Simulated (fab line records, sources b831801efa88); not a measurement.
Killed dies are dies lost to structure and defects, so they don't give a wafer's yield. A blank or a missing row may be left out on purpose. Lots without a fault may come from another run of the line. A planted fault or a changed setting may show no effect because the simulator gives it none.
Which tool did it? | flow sky130 | 6 lots, 18 wafers sampled, at 1 step of a route of 708

WHAT THE GAUGES READ, wafer by wafer
SKY_FIELD_ISO_THK_MEAS_02.
lot  | measured    | on            | FIELD_ISO_OXIDATION_00_THK (nm)
L941 | day 1 18:24 | film_metro-04 | 11.57 11.68 11.58
L944 | day 2 09:44 | film_metro-04 | 11.99 12.29 12.29
L948 | day 3 04:16 | film_metro-03 | 12.22 12.02 12.16
L952 | day 4 00:42 | film_metro-04 | 11.56 11.62 11.75
L958 | day 5 05:49 | film_metro-04 | 11.91 11.87 11.92
L963 | day 6 06:39 | film_metro-04 | 11.31 11.22 11.24

WHICH TOOL RAN EACH LOT (tool, then ch and the chambers of the sampled wafers, then the start)
The record holds no process step before these readings.

THE ANSWER, worked out from the rows above alone
Rule: what is usual is taken from the lots themselves. Put in order of their means at a reading, lots are off if they are a third of the lots or fewer, leave a main group of 4 or more, and stand apart from it by a gap of 3 or more times the standard deviation of the main group's means; of several such gaps the widest counts. A main group whose means are all the same, to the digits that the tables above print for the reading, isn't used. A lot without any number at a reading at which 4 lots or more have one is off too. The other lots that the step has rows for count as sound.
No lot is off at any reading shown: from this, nothing can be told.

WHAT THE SIMULATOR HAD PUT IN
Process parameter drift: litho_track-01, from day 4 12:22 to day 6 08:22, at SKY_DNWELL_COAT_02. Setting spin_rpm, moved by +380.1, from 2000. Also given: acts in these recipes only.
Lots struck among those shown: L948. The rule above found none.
